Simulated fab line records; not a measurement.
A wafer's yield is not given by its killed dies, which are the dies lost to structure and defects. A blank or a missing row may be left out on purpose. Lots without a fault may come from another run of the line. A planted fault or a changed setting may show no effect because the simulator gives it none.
8D (eight disciplines) problem report, filled in by code	flow gf180mcu	the parts of the form that need people (team, actions taken, sign-off) are left out

## 1. THE ISSUE
Mean MVSD_TW at GF_MVSD_TW_MEAS_11: 1740 over 9 wafers in 3 lots; fault-free wafers: 1575, standard deviation 24. That is +6.9 standard deviations from the usual mean.
Earliest sighting: wafer L462.2 on film_metro-02 at day 6 21:46. The record has a number at this step for 39 wafers belonging to 13 lots. The rule behind "out" and "out of limits": a value lying over 4 standard deviations away from the usual mean. All remaining wafers that have a number are taken as sound.

## 2. WHAT IT IS, AND WHAT IT ISN'T
question	is	is not
which readings at this step	MVSD_TW	-
which lots	L462, L464, L465	L452, L453, L454, L455, L456, L458, L459, L463, L471, L473
which wafers of those lots	all that have a number	-
read on which gauges	film_metro-02, film_metro-03	film_metro-04
when	from day 6 21:46	up to then (21 sound wafers); but 9 sound wafers of L463, L471, L473 came after

## 3. WHAT RULES OUT EACH SUSPECT
Counting: a tool at any process step up to the reading remains a suspect when it ran all the lots that are out and ran no sound lot after the first of those.
- ruled out: the gauge at GF_MVSD_TW_MEAS_11. Those wafers that are out were read across 2 gauges (film_metro-02, film_metro-03).
- implanter-01 at GF_MVSD_IMPLANT_08: kept. It processed each lot that is out, first L462 at day 6 21:23, and no sound lot thereafter; up to then, the last sound lot it processed was L455 at day 5 02:26. Its own readings are out on those wafers: tilt_deg.
The count leaves implanter-01 at GF_MVSD_IMPLANT_08.

## 4. THE CAUSE (what the simulator had put in)
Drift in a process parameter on implanter-01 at GF_MVSD_IMPLANT_08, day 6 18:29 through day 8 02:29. The setting tilt_deg was moved by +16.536, starting from 0. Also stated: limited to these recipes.
Only this tool survived the counting.

## 5. THE CHAIN OF EFFECTS, in route order
Each row: a reading where the mean over the struck wafers with a number is more than 3 standard deviations away from the usual. Only readings for which the record gives a usual standard deviation are gone through. hours: the time from each lot's start at the first step in this table that gives one to its start at this step, as a median over the lots. sigmas: the change in usual standard deviations.
hours	step	reading	usual	on struck wafers	change	sigmas
0	GF_MVSD_IMPLANT_08	tilt_deg	0.000 degrees	16.534	+16.534	+99 or more
0	GF_MVSD_TW_MEAS_11	MVSD_TW	1575	1740	+165	+6.9
Its process steps:
- GF_MVSD_IMPLANT_08
Readings that are blank on the struck wafers while sound wafers have them: MVSD_RS at GF_VT_IMPLANT_RS_MEAS_46.

## 6. WHAT WOULD HAVE CAUGHT IT SOONER
In this record the first reading out of limits at a measuring or inspecting step was taken at day 6 21:46, 3 hours after the fault began at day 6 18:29.
At GF_MVSD_IMPLANT_08, the tool's own readings (tilt_deg) were out on each struck wafer the step has a row for, so an alarm limit on them would have fired on the first such wafer.
Among the 3 lots that are out, L464, L465 began GF_MVSD_IMPLANT_08 on implanter-01 after day 6 21:46. A hold on the tool at that time would have spared those 2.
